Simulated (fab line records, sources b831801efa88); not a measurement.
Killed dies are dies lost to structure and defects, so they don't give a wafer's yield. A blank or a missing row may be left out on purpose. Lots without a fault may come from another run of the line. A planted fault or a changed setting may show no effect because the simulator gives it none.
One fault seen from 2 desks | flow sky130 | each desk has only its own numbers; what lay behind them comes last

THE METROLOGY DESK
What the gauges read, lot by lot, whatever tool the lot ran on: means of the sampled wafers that have a number. A lot is out of limits, marked OUT, if its mean lies more than 4 standard deviations from the usual mean; the brackets give that distance.
Columns: A = SD_N_RS at SKY_SD_N_RS_MEAS_16, usual 68.47 ohm/sq; B = cd_nm at SKY_CONTACT_CD_MEAS_14, usual 169.9 nm; C = PASSIVATION_CVD_02_THK at SKY_PASSIVATION_THK_MEAS_03, usual 540 nm
lot  | first seen here | A     | B     | C
L154 | day 28 19:20    | 68.28 | 170.5 | 542
L156 | day 28 23:32    | 68.27 | 170.9 | 540
L155 | day 29 01:10    | 68.49 | 170.0 | 542
L157 | day 29 12:17    | 68.30 | 170.1 | 547
L164 | day 31 21:00    | 68.62 | 170.4 | 675 (+20) OUT
L165 | day 32 05:56    | 68.55 | 168.0 | 615 (+11) OUT
L169 | day 33 06:45    | 68.54 | 169.8 | 538
L171 | day 34 01:53    | 68.51 | 169.4 | 544
L173 | day 34 14:44    | 68.58 | 170.9 | 543
L174 | day 34 22:34    | 68.61 | 172.3 | 531
L176 | day 35 03:41    | 68.41 | 169.7 | 537
This desk's finding: out of limits on L164, L165; first on L164, day 46 22:32 (PASSIVATION_CVD_02_THK at SKY_PASSIVATION_THK_MEAS_03). In limits: L154, L156, L155, L157, L169, L171, L173, L174, L176.

THE TOOL OWNER'S DESK: pecvd-04
The tool's own readings at SKY_PASSIVATION_CVD_02 (deposits Si3N4, target thk 540 nm): means of the sampled wafers that have a number, for each lot that ran on this tool. A lot is out of limits, marked OUT, if its mean lies more than 4 standard deviations from the usual mean; the brackets give that distance.
Columns: A = heater_power_w at SKY_PASSIVATION_CVD_02, usual 722 W
lot  | first seen here | A
L154 | day 44 11:19    | 738
L156 | day 44 16:00    | 752
L157 | day 45 04:27    | 714
L164 | day 46 22:19    | 643
L165 | day 47 04:52    | 754
This desk's finding: nothing out of limits on any of the 5 lots.

PUT TOGETHER
The metrology desk could have raised an alarm at day 46 22:32, on L164, L165.
The tool owner's desk saw nothing out of limits.
The tool owner's desk has L164, L165 on record, within its limits.
Of the lots named, all ran SKY_PASSIVATION_CVD_02 on pecvd-04.

WHAT THE SIMULATOR HAD PUT IN
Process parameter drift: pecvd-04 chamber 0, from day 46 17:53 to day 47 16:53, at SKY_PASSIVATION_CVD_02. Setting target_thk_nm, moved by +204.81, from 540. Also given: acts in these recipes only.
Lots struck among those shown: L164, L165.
Hours from the fault's start to each desk's first reading out of limits: the metrology desk, 5.
